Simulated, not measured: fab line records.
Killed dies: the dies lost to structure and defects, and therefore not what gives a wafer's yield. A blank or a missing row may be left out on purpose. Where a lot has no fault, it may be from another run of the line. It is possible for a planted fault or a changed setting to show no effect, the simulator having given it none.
Comparing a struck lot with a sound one | flow sky130 | 15 steps out of a route of 708
Sound: these wafers, L669.2, L669.3, L669.4. Wafers struck: L676.1, L676.4, L676.6. Last of all comes the cause.
Each step with rows lists, per side, the tool, then ch with its chambers, then its first start. Under that, the readings that differ: sound wafers | struck wafers | difference of the means | sigmas: that difference in standard deviations of wafers without a fault.
alike: readings with means less than 2 such deviations apart, plus words and numbers identical on both sides. not compared: withheld readings, readings lacking a value on some wafer, bounds such as >300 that could conceal the same value, and numbers that have no deviation in the record and whose values overlap.
The two part at a step that has a row with sigmas, a row that says differs or no value, or rows on one side only. Non-overlapping numbers with no deviation appear without sigmas and do not part them. A reading missing from all wafers of one side parts the sides only when that side holds two or more wafers.

first, 2 steps without rows for these wafers: SKY_CONTACT_PEB_12; SKY_CONTACT_DEVELOP_13 (develop time 60 s).
SKY_CONTACT_CD_MEAS_14: the cd target is 170 nm.
  sound on cd-sem-02 at day 34 12:52; struck on cd-sem-02 at day 36 17:10
  alike: cd-nm
SKY_CONTACT_OVL_MEAS_15:
  sound on overlay-02 at day 34 12:58; struck on overlay-02 at day 36 17:17
  alike: CONTACT_OVL
SKY_CONTACT_ETCH_16: etches BARC in N2/H2, stops on SiO2, time 45.9 s, target depth 60 nm.
  sound on rie-diel-01 ch 1,2,3, day 34 13:00; struck on rie-diel-03 ch 0,3, day 36 17:19
  alike: drypump-motor-current-A, oes-product-au, throttle-valve-pct
  not compared: rf-hours-counter-h
SKY_CONTACT_ETCH_17: etches SiO2 in C4F8/O2/Ar, stops on Si3N4, target depth 340 nm.
  sound on rie-diel-01 ch 1,2,3, day 34 13:03; struck on rie-diel-03 ch 0,3, day 36 17:21
  alike: oes-product-au
SKY_CONTACT_ETCH_18: etches Si3N4 in CHF3/O2, stops on TiN, time 39 s, target depth 75 nm.
  sound: rie-diel-01 ch 1,2,3; struck: rie-diel-03 ch 0,3
  alike: drypump-motor-current-A, oes-product-au, throttle-valve-pct
  not compared: rf-hours-counter-h
SKY_CONTACT_STRIP_19: strips in O2/N2.
  sound on plasma-asher-03 ch 0,1, day 34 13:08; struck on plasma-asher-03 ch 0,1, day 36 17:26
  alike: drypump-motor-current-A, oes-product-au, strip-time-to-endpoint-s
  not compared: rf-hours-counter-h
then, 3 steps without rows for these wafers: SKY_CONTACT_STRIP_20 (strips in post etch residue remover, time 1200 s); SKY_CONTACT_CLEAN_21 (cleans in IPA, time 180 s); SKY_CONTACT_CLEAN_22 (cleans in O3/DIW).
SKY_CONTACT_SPUTTER_23: material TiN, target thk 20 nm, time 80 s.
  sound on pvd-sputter-04 at day 34 13:44; struck on pvd-sputter-02 at day 36 18:02
  alike: throttle-valve-pct
SKY_CONTACT_CVD_24: deposits W, target thk 340 nm, time 102.12 s.
  sound on cvd-w-02 ch 0,1, day 34 13:48; struck on cvd-w-01 ch 0,1, day 36 18:06
  reading                               | sound             | struck            | difference | sigmas
  chamber-pressure-Torr (Torr)          | 39.95 39.99 40.08 | 34.93 35.10 35.25 | -4.91      | -53
  model.W_of_CONTACT_CVD_24.thk-nm (nm) | 336.3 331.7 342.4 | 315 312.6 314     | -23        |
  alike: heater-power-w
SKY_CONTACT_RS_MEAS_25: the measuring method here is four-point-probe.
  sound on film-metro-01 at day 34 13:56; struck on film-metro-03 at day 36 18:30
  reading               | sound             | struck            | difference | sigmas
  CONTACT_W_RS (ohm/sq) | 0.341 0.347 0.336 | 0.365 0.367 0.367 | +0.025     | +5
  not compared: hold
SKY_CONTACT_THK_MEAS_26: measures by xrf.
  sound on film-metro-01 at day 34 14:02; struck on film-metro-03 at day 36 22:29
  reading            | sound       | struck      | difference | sigmas
  CONTACT_W_THK (nm) | 336 331 342 | 320 319 319 | -17        | -3
  not compared: hold

WHERE THEY PART
First at SKY_CONTACT_CVD_24; last, within this record, at SKY_CONTACT_THK_MEAS_26.

WHY: what had been put in by the simulator
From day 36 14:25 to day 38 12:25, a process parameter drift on cvd-w-01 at SKY_CONTACT_CVD_24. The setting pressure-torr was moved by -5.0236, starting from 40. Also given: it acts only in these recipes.
